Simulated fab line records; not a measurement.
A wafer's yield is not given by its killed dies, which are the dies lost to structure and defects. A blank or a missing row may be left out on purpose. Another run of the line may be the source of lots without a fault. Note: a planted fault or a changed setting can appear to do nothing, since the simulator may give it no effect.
fab line records	flow sky130
record lots=6	wafers=18	last-day=51
route steps=708 shown METAL3@556
lots with no fault: from the same line, run without faults
start-h: the number of hours between the record's first day and the start of the first shown wafer of the lot	wait-h: time in hours since the lot's previous step	" repeats the value in the row above	L1.1+2: several wafers, shown together as one row	- no value, or no start was given	* or withheld: withheld	< > ~ a bound
route shown NAME@n: names a module that has steps shown in the file, with the first one's number in the route	usual: mean/standard deviation taken from wafers without a fault	same: alike in all rows	chamber/n: place in a boat	sites: the reading at each site	_std_site: the standard deviation of these	_edge_site: mean of outer sites minus mean of inner sites	radius-mm: for every site, how far away it sits from the centre of the wafer	mask NAME#n: copy n	behind: the tool/chamber that last shaped the wafer	hold: cause of the lot's hold/its duration in hours/its outcome	device: whichever transistor did not switch (one of n, p or np)	end of line: tests of these same wafers at the route's end	a step without rows: its recipe alone	killed: the dies lost at the first sort to structure and to defects; this is not the yield of the wafer	map: a wafer's dies, x killed, . not, _ none there
set.NAME: the setting the step ran with; set.NAME@STEP: the setting that earlier step ran with	model.NAME: the simulator's own value behind a step, which no gauge read
lots at selected steps of the route; one table per step, one row per wafer
services: from which hour (start-h, from the record's first day; less than 0 if before it) a tool's chamber was out of use, for how many hours, and why
## steps
# step SKY_METAL3_HMDS_06
# recipe prime-time-s=60	prime-temp-c=120
# step SKY_METAL3_COAT_07
# recipe resist=BARC	temp-c=withheld	time-s=withheld	spin-rpm=3000	resist-thk-nm=60
# step SKY_METAL3_COAT_08
# recipe resist=KrF-thick	spin-rpm=3000	resist-thk-nm=1140
# step SKY_METAL3_SOFTBAKE_09
# recipe temp-c=100	time-s=90	resist=KrF-thick
# step SKY_METAL3_EXPOSE_10
# recipe mask-id=MM3	na=0.68	source-shape=annular	sigma-inner=0.4	sigma-outer=0.8	target-cd-nm=300	dose-mj=28
# step SKY_METAL3_PEB_11
# recipe peb-temp-c=withheld	peb-time-s=withheld	resist=KrF-thick
# step SKY_METAL3_DEVELOP_12
# recipe develop-time-s=60	resist=KrF-thick	dev-temp-c=21
# step SKY_METAL3_CD_MEAS_13
# recipe target-cd-nm=300
# usual cd-nm=300.0/1.3
lot.wafer	tool	chamber	start-h	wait-h	cd-nm
L752.2	cd-sem-01	-	909.68	-	301.2
L752.4	"	-	"	"	300.6
L752.5	"	-	"	"	300.0
L768.2	cd-sem-02	-	1020.51	-	301.2
L768.4	"	-	"	"	301.6
L768.5	"	-	"	"	301.2
L769.3	cd-sem-01	-	1020.88	-	300.2
L769.4	"	-	"	"	301.0
L769.5	"	-	"	"	299.9
L772.3	cd-sem-02	-	1042.50	-	300.1
L772.4	"	-	"	"	298.8
L772.5	"	-	"	"	298.9
L773.3	cd-sem-01	-	1045.63	-	299.4
L773.4	"	-	"	"	300.2
L773.6	"	-	"	"	298.2
L774.1	cd-sem-01	-	1082.61	-	299.9
L774.4	"	-	"	"	298.2
L774.6	"	-	"	"	300.4
# step SKY_METAL3_OVL_MEAS_14
# usual METAL3_OVL=0/4.8
lot.wafer	tool	chamber	start-h	wait-h	METAL3_OVL[nm]
L752.2	overlay-01	-	909.78	0.1	-3
L752.4	"	-	"	"	-5
L752.5	"	-	"	"	2
L768.2	overlay-02	-	1020.61	0.1	-2
L768.4	"	-	"	"	0
L768.5	"	-	"	"	-2
L769.3	overlay-01	-	1020.97	0.1	-3
L769.4	"	-	"	"	6
L769.5	"	-	"	"	0
L772.3	overlay-02	-	1042.59	0.1	0
L772.4	"	-	"	"	7
L772.5	"	-	"	"	-2
L773.3	overlay-02	-	1045.72	0.1	7
L773.4	"	-	"	"	14
L773.6	"	-	"	"	4
L774.1	overlay-02	-	1082.73	0.1	-7
L774.4	"	-	"	"	9
L774.6	"	-	"	"	-2
# step SKY_METAL3_DESCUM_15
# recipe chemistry=O2	source-power-w=150	bias-power-w=0	pressure-mtorr=10	temp-c=40	time-s=8
# usual drypump-motor-current-A=5.8/0.4	oes-product-au=0.997/0.012
lot.wafer	tool	chamber	start-h	wait-h	drypump-motor-current-A	oes-product-au	rf-hours-counter-h
L752.2	rie-metal-01	1	909.82	0.0	6.1	0.999	-
L752.4	"	1	"	"	6.1	0.985	-
L752.5	"	1	"	"	6.1	0.983	-
L768.2	rie-metal-01	0	1020.64	0.0	5.7	0.980	5
L768.4	"	1	"	"	6.1	0.982	-
L768.5	"	1	"	"	6.1	0.988	-
L769.3	rie-metal-04	1	1021.00	0.0	6.3	1.024	-
L769.4	"	0	"	"	6.1	1.006	-
L769.5	"	1	"	"	6.3	1.018	-
L772.3	rie-metal-04	1	1042.62	0.0	6.3	1.016	-
L772.4	"	0	"	"	6.1	1.011	-
L772.5	"	1	"	"	6.3	1.022	-
L773.3	rie-metal-01	1	1045.75	0.0	6.1	0.988	-
L773.4	"	0	"	"	5.7	0.989	-
L773.6	"	0	"	"	5.6	0.991	-
L774.1	rie-metal-02	1	1082.76	0.0	5.1	0.997	17
L774.4	"	1	"	"	5.1	1.009	-
L774.6	"	1	"	"	5.2	0.996	-
# step SKY_METAL3_ETCH_16
# recipe chemistry=N2/H2	target=BARC	ion-energy-ev=200	bias-w=100	pressure-mtorr=30	n2-flow-sccm=100	h2-flow-sccm=200	icp-w=500	stop-on=SiO2	time-s=88.2	target-depth-a=600
# usual bias-w=100.0/0.32	chamber-pressure-mTorr=30.002/0.028	drypump-motor-current-A=5.8/0.4	oes-product-au=0.626/0.0051	throttle-valve-pct=13.204/0.0085
lot.wafer	tool	chamber	start-h	wait-h	bias-w	chamber-pressure-mTorr	drypump-motor-current-A	oes-product-au	rf-hours-counter-h	throttle-valve-pct
L752.2	rie-metal-01	1	909.91	0.1	99.9	29.972	6.1	0.627	-	13.203
L752.4	"	1	"	"	99.3	30.017	6.1	0.628	-	13.211
L752.5	"	1	"	"	100.1	29.987	6.1	0.625	-	13.214
L768.2	rie-metal-01	0	1020.67	0.0	99.7	30.000	5.7	0.629	5	13.208
L768.4	"	1	"	"	100.0	30.012	6.1	0.620	-	13.211
L768.5	"	1	"	"	99.8	30.005	6.1	0.631	-	13.191
L769.3	rie-metal-04	1	1021.06	0.0	100.1	29.968	6.2	0.621	-	13.203
L769.4	"	0	"	"	100.4	30.006	6.1	0.629	-	13.202
L769.5	"	1	"	"	100.4	30.012	6.3	0.624	-	13.192
L772.3	rie-metal-04	1	1042.68	0.0	100.2	29.963	6.3	0.614	-	13.209
L772.4	"	0	"	"	100.0	30.048	6.1	0.624	-	13.212
L772.5	"	1	"	"	100.2	30.000	6.3	0.630	-	13.197
L773.3	rie-metal-01	1	1045.81	0.0	100.7	29.994	6.1	0.622	-	13.203
L773.4	"	0	"	"	100.3	29.953	5.7	0.616	-	13.197
L773.6	"	0	"	"	100.0	30.022	5.7	0.627	-	13.210
L774.1	rie-metal-02	1	1082.83	0.1	100.1	29.977	5.1	0.629	17	13.209
L774.4	"	1	"	"	100.0	30.054	5.2	0.632	-	13.197
L774.6	"	1	"	"	100.1	30.042	5.1	0.628	-	13.199
# step SKY_METAL3_ETCH_17
# recipe target=SiO2	stop-on=TiN	chemistry=C4F8/O2/Ar	source-w=1500	bias-w=1200	pressure-mtorr=40	c4f8-flow-sccm=withheld	O2_flow_sccm=6	Ar_flow_sccm=300	time-s=3.707	target-depth-a=150
# usual bias-w=1201/3.6	chamber-pressure-mTorr=40.01/0.035	oes-product-au=0.773/0.0066
lot.wafer	tool	chamber	start-h	wait-h	bias-w	chamber-pressure-mTorr	oes-product-au	rf-hours-counter-h
L752.2	rie-diel-04	2	910.07	0.1	1195	40.01	0.772	8
L752.4	"	2	"	"	1195	39.98	0.772	-
L752.5	"	1	"	"	1198	39.99	0.774	-
L768.2	rie-diel-04	1	1020.77	0.1	1198	40.01	0.766	14
L768.4	"	2	"	"	1194	40.01	0.759	11
L768.5	"	2	"	"	1197	40.02	0.765	-
L769.3	rie-diel-02	3	1021.12	0.0	1201	40.00	0.778	11
L769.4	"	1	"	"	1199	40.02	0.768	22
L769.5	"	0	"	"	1206	39.99	0.770	-
L772.3	rie-diel-02	0	1042.74	0.0	1197	40.02	0.768	9
L772.4	"	1	"	"	1200	40.01	0.770	23
L772.5	"	0	"	"	1198	39.92	0.775	-
L773.3	rie-diel-04	1	1045.87	0.0	1198	40.05	0.773	15
L773.4	"	3	"	"	1201	40.05	0.771	12
L773.6	"	2	"	"	1203	40.00	0.770	-
L774.1	rie-diel-03	3	1083.02	0.2	1200	40.05	0.766	27
L774.4	"	1	"	"	1201	39.98	0.777	16
L774.6	"	0	"	"	1201	40.05	0.774	-
# step SKY_METAL3_METAL_ETCH_18
# recipe target-depth-a=8450	stop-on=SiO2	over-etch-frac=0.3	time-s=183.1	chemistry=Cl2/BCl3	resist-sidewall-deg=88	pressure-mtorr=10	icp-w=900	bias-w=48.5	Cl2_flow_sccm=60	bcl3-flow-sccm=30
# usual bcl3-flow-sccm=29.99/0.088	bias-w=48.51/0.14	drypump-motor-current-A=5.8/0.42	oes-product-au=0.867/0.0062	throttle-valve-pct=22.265/0.0094
lot.wafer	tool	chamber	start-h	wait-h	bcl3-flow-sccm	bias-w	drypump-motor-current-A	oes-product-au	rf-hours-counter-h	throttle-valve-pct	model.KrF-thick_of_METAL3_COAT_08.thk-nm	model.SiO2_of_VIA2_HDPCVD_00.thk-nm
L752.2	rie-metal-04	1	910.09	0.0	29.90	48.62	6.3	0.877	0	22.277	525.3	453.2
L752.4	"	0	"	"	29.78	48.71	6.1	0.854	-	22.264	529.1	453.3
L752.5	"	0	"	"	29.84	48.52	6.1	0.865	-	22.285	529	453.1
L768.2	rie-metal-02	1	1020.79	0.0	-	-	-	-	-	-	1078	478.6
L768.4	"	1	"	"	-	-	-	-	-	-	1077	479.7
L768.5	"	1	"	"	-	-	-	-	-	-	1076	478.1
L769.3	rie-metal-01	1	1021.20	0.1	-	-	-	-	-	-	1076	480.1
L769.4	"	0	"	"	-	-	-	-	-	-	1076	480
L769.5	"	1	"	"	-	-	-	-	-	-	1073	479.7
L772.3	rie-metal-02	0	1042.82	0.1	30.08	48.46	5.3	0.868	-	22.274	540	452.4
L772.4	"	1	"	"	30.11	48.60	5.1	0.862	-	22.267	529.4	452.1
L772.5	"	0	"	"	30.08	48.41	5.3	0.874	-	22.277	528.1	453.5
L773.3	rie-metal-04	1	1045.95	0.1	29.96	48.48	6.3	0.870	-	22.250	509.4	451.7
L773.4	"	0	"	"	29.92	48.74	6.1	0.868	-	22.270	515.7	452.4
L773.6	"	0	"	"	30.00	48.63	6.1	0.867	-	22.262	517.7	452.1
L774.1	rie-metal-01	1	1083.04	0.0	30.04	48.67	6.1	0.865	17	22.275	532	454.5
L774.4	"	0	"	"	30.01	48.45	5.7	0.869	-	22.268	533.8	455.5
L774.6	"	0	"	"	30.01	48.62	5.7	0.870	-	22.266	523.7	453.5
# step SKY_METAL3_STRIP_19
# recipe chemistry=O2/N2	power-w=1400	pressure-mtorr=1500	platen-temp-c=withheld	o2-flow-sccm=3000	n2-flow-sccm=300	overash-fraction=0.5
# usual drypump-motor-current-A=5.9/0.36	oes-product-au=0.501/0.0055	strip-time-to-endpoint-s=6.51/0.089
lot.wafer	tool	chamber	start-h	wait-h	drypump-motor-current-A	oes-product-au	rf-hours-counter-h	strip-time-to-endpoint-s
L752.2	plasma-asher-04	1	910.27	0.1	5.3	0.502	14	6.52
L752.4	"	0	"	"	5.9	0.499	-	6.56
L752.5	"	1	"	"	5.3	0.504	-	6.56
L768.2	plasma-asher-04	1	1020.97	0.1	5.3	0.707	25	11.87
L768.4	"	1	"	"	5.3	0.713	-	11.86
L768.5	"	0	"	"	5.9	0.711	-	11.87
L769.3	plasma-asher-04	1	1021.35	0.1	5.3	0.716	-	11.85
L769.4	"	0	"	"	5.9	0.716	-	11.85
L769.5	"	1	"	"	5.3	0.719	-	11.81
L772.3	plasma-asher-02	0	1042.97	0.1	6.1	0.509	-	6.66
L772.4	"	1	"	"	6.2	0.506	-	6.57
L772.5	"	0	"	"	6.1	0.510	-	6.56
L773.3	plasma-asher-02	0	1046.10	0.1	6.1	0.492	-	6.37
L773.4	"	1	"	"	6.3	0.500	-	6.43
L773.6	"	0	"	"	6.1	0.499	-	6.43
L774.1	plasma-asher-01	0	1083.22	0.1	5.5	0.503	68	6.58
L774.4	"	0	"	"	5.6	0.507	-	6.59
L774.6	"	1	"	"	6.3	0.502	-	6.50
# step SKY_METAL3_STRIP_20
# recipe chemistry=post-etch-residue-remover	time-s=1200	temp-c=72.5
## services
tool	chamber	start-h	hours	kind
rie-metal-01	0	895.36	-	clean
rie-metal-01	0	895.36	17.0	scheduled-down
rie-metal-01	0	895.36	17.0	vent-cycle
plasma-asher-04	-	900.02	9.3	repair
rie-metal-02	0	905.12	13.0	repair
plasma-asher-02	-	906.54	1.3	repair
rie-metal-02	1	915.07	13.8	repair
rie-diel-03	1	943.21	11.6	repair
rie-metal-02	0	944.98	5.0	repair
plasma-asher-01	-	948.41	1.1	repair
rie-diel-04	2	952.52	10.6	repair
rie-metal-04	0	954.30	8.3	repair
rie-metal-01	-	994.84	14.6	pm
rie-diel-03	0	1048.52	3.8	repair
rie-diel-04	0	1054.73	12.0	repair
plasma-asher-04	-	1056.23	2.3	repair
plasma-asher-02	-	1068.79	14.6	pm
rie-diel-02	3	1082.08	1.9	repair
rie-metal-02	0	1082.37	5.1	repair
## key
first-sign step=SKY_METAL3_METAL_ETCH_18	reading=tool-record	direction=missing
effect step=SKY_METAL3_STRIP_19	reading=strip-time-to-endpoint-s	direction=up	sigmas=60	usual=*	struck=*
model-effect step=SKY_METAL3_METAL_ETCH_18	value=KrF-thick_of_METAL3_COAT_08.thk-nm	without=531.2	struck=1076
met-at SKY_METAL3_METAL_ETCH_18
struck-wafers L768.2,L768.4,L768.5,L769.3,L769.4,L769.5
later-rows-left-out L768.2,L768.4,L768.5,L769.3,L769.4,L769.5
sort-left-out L768.2,L768.4,L768.5,L769.3,L769.4,L769.5
fault kind=skipped-step-whole	tool=rie-metal-01,rie-metal-02	chamber=-	onset-h=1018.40	steps=SKY_METAL3_METAL_ETCH_18	scope=struck-lots-only
# sort-left-out: the simulated sort isn't trusted on such a fault, so these wafers' sort isn't shown, and their yield isn't known
# later-rows-left-out: the simulator's readings of these wafers behind a module that went badly wrong aren't trusted and aren't shown, but for the sort
